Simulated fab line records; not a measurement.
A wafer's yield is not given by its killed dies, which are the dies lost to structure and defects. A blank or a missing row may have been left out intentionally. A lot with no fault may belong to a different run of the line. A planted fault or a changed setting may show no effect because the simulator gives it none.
Code-filled problem report in 8D (eight disciplines) form    flow sky130    the parts of the form that need people (team, actions taken, sign-off) are left out

1. WHAT WENT WRONG
Mean of killedAtFrontEnd at SKY_PAD_OPEN_PROBE_99: 66 across 4 wafers in 2 lots; on wafers with no fault it is 15 (standard deviation 4.2). Relative to the usual mean, that is a shift of +12 standard deviations.
The first sign was on wafer L943.1 at day 50 07:17, on prober-01. The record has a number at this step for 6 wafers belonging to 2 lots. Rule for "out", or "out of limits": more than 4 standard deviations from the usual mean. The rest of the wafers with a number are treated as sound.

2. WHAT IT IS; WHAT IT IS NOT
question                     is                              is not
which readings at this step  killedAtFrontEnd                killed_at_M0_to_M3, killed_at_M4_up, killedAtContacts, killedAtOther, killedOpen, killedShort
which lots                   L943, L945                      -
which wafers of those lots   L943.1, L943.4, L945.1, L945.3  L943.6, L945.4
read on which tools          prober-01                       -
when                         from day 50 07:17               up to then (0 sound wafers); but 2 sound wafers of L943, L945 came after

3. WHAT RULES OUT EACH SUSPECT
Counting: a tool at a process step up to the reading stays a suspect if it ran every lot that is out. Sound lots after the first of them don't rule it out here, since some wafers of a struck lot are sound.
- plasmaAsher-03 at SKY_VT_ADJUST_PCH_STRIP_09 (strips in O2/N2): kept. It ran every lot that is out, first L943 (day 16 21:08).
- rieMetal-04 at SKY_METAL3_DESCUM_15 (chemistry O2, time 8 s): kept. It ran every lot that is out, first L943 (day 44 05:11).
- prober-01 at SKY_PAD_OPEN_PROBE_99: kept. It ran every lot that is out, first L943 (day 50 07:17). Its own killedAtFrontEnd readings are out on those wafers.
- Within plasmaAsher-03 at SKY_VT_ADJUST_PCH_STRIP_09, the wafers that are out were processed in chamber 1 and their sound lot-mates in chamber 0.
After the count, these remain: plasmaAsher-03 at SKY_VT_ADJUST_PCH_STRIP_09, rieMetal-04 at SKY_METAL3_DESCUM_15 and prober-01 at SKY_PAD_OPEN_PROBE_99.

4. THE CAUSE (what the simulator had put in)
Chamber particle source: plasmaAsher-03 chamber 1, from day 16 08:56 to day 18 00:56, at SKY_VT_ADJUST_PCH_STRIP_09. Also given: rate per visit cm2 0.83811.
Counting leaves 3 suspects; this tool is one of them.

5. SEQUENCE OF EFFECTS, ordered by route
Rows list readings where the struck wafers' mean (over those with a number) sits beyond 3 standard deviations from the usual. Only readings for which the record gives a usual standard deviation are gone through. hours: the time from each lot's start at the first step in this table that gives one to its start at this step, as a median over the lots. sigmas: the change in usual standard deviations.
hours  step                   reading           usual  on struck wafers  change  sigmas
0      SKY_PAD_OPEN_PROBE_99  killedAtFrontEnd  15     66                +51     +12
0      SKY_PAD_OPEN_PROBE_99  killedDies        85     123               +38     +3.8
The process steps in it:
- SKY_PAD_OPEN_PROBE_99

6. WHAT WOULD HAVE CAUGHT IT SOONER
The fault began at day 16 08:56; the first out-of-limits reading in this record came at day 50 07:17, 814 hours later.
No tool reading at SKY_VT_ADJUST_PCH_STRIP_09 that has a usual standard deviation in the record was out on any struck wafer, so an alarm limit of 4 standard deviations on those readings would not have fired.
Each of the lots that are out, 2 in all, had begun SKY_VT_ADJUST_PCH_STRIP_09 on plasmaAsher-03 no later than day 50 07:17. Holding the tool at that point would not have protected any of them.
